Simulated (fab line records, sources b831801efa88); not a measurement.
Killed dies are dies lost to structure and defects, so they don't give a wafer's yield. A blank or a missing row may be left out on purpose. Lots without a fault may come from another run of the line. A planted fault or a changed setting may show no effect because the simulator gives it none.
Chamber matching | flow gf180mcu | GF_STI_CMP_25 on cmp-02: 4 sister chambers
The step polishes, stops on Si3N4, t overpolish 33 s, target thk 524.6 nm. 18 wafers are shown with their chamber, then 9 later ones without.

WAFERS WITH THEIR CHAMBER
wafer  | chamber | motor_current_A (A) | time_to_endpoint_s (s) | overpolish_run_s (s)
L330.1 | 0       | 9.2                 | 120                    | 33.010
L330.2 | 1       | 13.8                | 119                    | 32.998
L330.5 | 2       | 13.0                | 124                    | 33.018
L331.1 | 1       | 14.0                | 124                    | 32.997
L331.5 | 0       | 9.5                 | 125                    | 32.998
L331.6 | 3       | 10.1                | 119                    | 33.005
L334.1 | 1       | 14.2                | 120                    | 33.004
L334.3 | 3       | 9.9                 | 113                    | 33.009
L334.6 | 0       | 9.2                 | 121                    | 32.994
L336.2 | 1       | 14.3                | 122                    | 32.984
L336.3 | 2       | 13.3                | 121                    | 33.013
L336.5 | 2       | 13.3                | 125                    | 32.987
L338.3 | 0       | 9.7                 | 115                    | 32.994
L338.4 | 1       | 13.8                | 114                    | 32.993
L338.5 | 3       | 10.7                | 109                    | 33.017
L344.2 | 0       | 9.6                 | 117                    | 32.991
L344.3 | 2       | 13.4                | 124                    | 33.002
L344.5 | 0       | 9.5                 | 116                    | 33.003

SIGNATURES (means of the wafers above)
reading            | chamber 0 | chamber 1 | chamber 2 | chamber 3 | scatter within a chamber
motor_current_A    | 9.450     | 14.020    | 13.250    | 10.233    | 0.248
time_to_endpoint_s | 119.00    | 119.80    | 123.50    | 113.67    | 3.65
overpolish_run_s   | 32.99833  | 32.99520  | 33.00500  | 33.01033  | 0.0089
Rule: a wafer's distance from a chamber is the root of the sum, over the readings, of the square of ((its reading less the chamber's mean) divided by the reading's scatter). The wafer belongs to the nearest chamber; if the next one is less than 2 further off, it can't be placed. The scatter: the root of (the sum of the squares of (reading less its chamber's mean) over the shown wafers, divided by (wafers less chambers)).

WAFERS WITHOUT THEIR CHAMBER
wafer  | motor_current_A (A) | time_to_endpoint_s (s) | overpolish_run_s (s)
L346.2 | 12.8                | 120                    | 33.007
L346.3 | 13.9                | 109                    | 32.995
L346.4 | 9.5                 | 114                    | 32.999
L348.2 | 9.2                 | 123                    | 33.011
L348.5 | 14.0                | 123                    | 33.003
L348.6 | 9.1                 | 120                    | 33.002
L349.1 | 13.2                | 123                    | 32.998
L349.3 | 14.2                | 119                    | 33.001
L349.6 | 13.7                | 122                    | 32.992

WHICH CHAMBER EACH WENT THROUGH
wafer  | from the rows above     | in truth
L346.2 | 2                       | 2
L346.3 | can't be placed: 1 or 2 | 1
L346.4 | can't be placed: 0 or 3 | 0
L348.2 | 0                       | 0
L348.5 | can't be placed: 1 or 2 | 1
L348.6 | 0                       | 0
L349.1 | 2                       | 2
L349.3 | 1                       | 1
L349.6 | can't be placed: 1 or 2 | 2
Placed correctly: 5 of 9. Can't be placed from these rows: 4 (the true chamber is among the candidates in 4). Placed wrongly: 0.
